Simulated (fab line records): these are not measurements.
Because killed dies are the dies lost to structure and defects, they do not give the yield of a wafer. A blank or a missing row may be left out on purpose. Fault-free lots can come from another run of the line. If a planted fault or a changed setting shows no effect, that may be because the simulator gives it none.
Problem report, 8D (eight disciplines) form, completed by code ; flow sky130 ; the parts of the form that need people (team, actions taken, sign-off) are left out

## 1. THE ISSUE
Wafers free of any fault read 0.339 ohm/sq (standard deviation 0.0036) for CONTACT_W_RS at SKY_CONTACT_RS_MEAS_25, against a mean of 0.297 ohm/sq on 4 wafers of 3 lots. Relative to the usual mean, that is a shift of -12 standard deviations.
The step: measures by four-point-probe.
First observed at day 35 18:55: wafer L841.1, on film_metro-04. The record has a number at this step for 30 wafers belonging to 10 lots. Rule for "out", or "out of limits": more than 4 standard deviations from the usual mean. All remaining wafers that have a number are taken as sound.

## 2. WHAT THIS IS AND IS NOT
question;is;is not
which readings at this step;CONTACT_W_RS;-
which lots;L840, L841, L842;L831, L832, L833, L837, L843, L844, L846
which wafers of those lots;L840.6, L841.1, L842.2, L842.6;L840.1, L840.5, L841.2, L841.6, L842.3
read on which gauges;film_metro-01, film_metro-04;film_metro-03
when;from day 35 18:55;"up to then (14 sound wafers); but 12 sound wafers of L840, L842, L843, L844, L846 came after"

## 3. THE SUSPECTS, EACH WITH WHAT RULES IT OUT
Counting: a tool at a process step up to the reading stays a suspect if it ran every lot that is out. Sound lots after the first of them don't rule it out here, since some wafers of a struck lot are sound.
- the gauge at SKY_CONTACT_RS_MEAS_25 has been ruled out. Those wafers that are out were read across 2 gauges (film_metro-01, film_metro-04).
- cvd_w-01 at SKY_CONTACT_CVD_24 (deposits W, target thk 340 nm, time 102.12 s): kept. It processed each lot that is out (first: L841, day 35 18:49); up to then, its last sound lot is L833 (day 34 07:06).
- Within cvd_w-01 at SKY_CONTACT_CVD_24, the wafers that are out were processed in chamber 1 and their sound lot-mates in chamber 0.
Left after counting: cvd_w-01 at SKY_CONTACT_CVD_24.

## 4. THE CAUSE (what the simulator had put in)
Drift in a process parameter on cvd_w-01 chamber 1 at SKY_CONTACT_CVD_24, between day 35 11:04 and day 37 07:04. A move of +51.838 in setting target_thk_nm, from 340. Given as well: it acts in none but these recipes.
After counting, this tool was the only one left.

## 5. THE EFFECT CHAIN, in route order
One row per reading whose mean, taken over the struck wafers that have a number, lies over 3 standard deviations from the usual. Only readings whose record carries a usual standard deviation are examined. hours: median over the lots of the time between each lot's start at the first step of this table that gives one and its start at this step. sigmas: the change, counted in usual standard deviations.
hours;step;reading;usual;on struck wafers;change;sigmas
0;SKY_CONTACT_RS_MEAS_25;CONTACT_W_RS;0.339 ohm/sq;0.297;-0.042;-12
3;SKY_CONTACT_THK_MEAS_26;CONTACT_W_THK;339 nm;387;+48;+12
6;SKY_CONTACT_CMP_27;time_to_endpoint_s;79.6 s;92.1;+12.5;+4.8
Here are the process steps it includes:
- SKY_CONTACT_CMP_27: polishes, stops on SiO2, t overpolish 15 s, target thk 0 nm.

## 6. WHAT WOULD HAVE CAUGHT IT SOONER
Counted from the fault's start at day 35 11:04, it took 8 hours until the first out-of-limits reading at a measuring or inspecting step in this record, taken at day 35 18:55.
No tool reading at SKY_CONTACT_CVD_24 that has a usual standard deviation in the record was out on any struck wafer, so an alarm limit of 4 standard deviations on those readings would not have fired.
L840, L842, from the lots that are out (3), started SKY_CONTACT_CVD_24 on cvd_w-01 later than day 35 18:55. A hold on the tool at that time would have spared those 2.
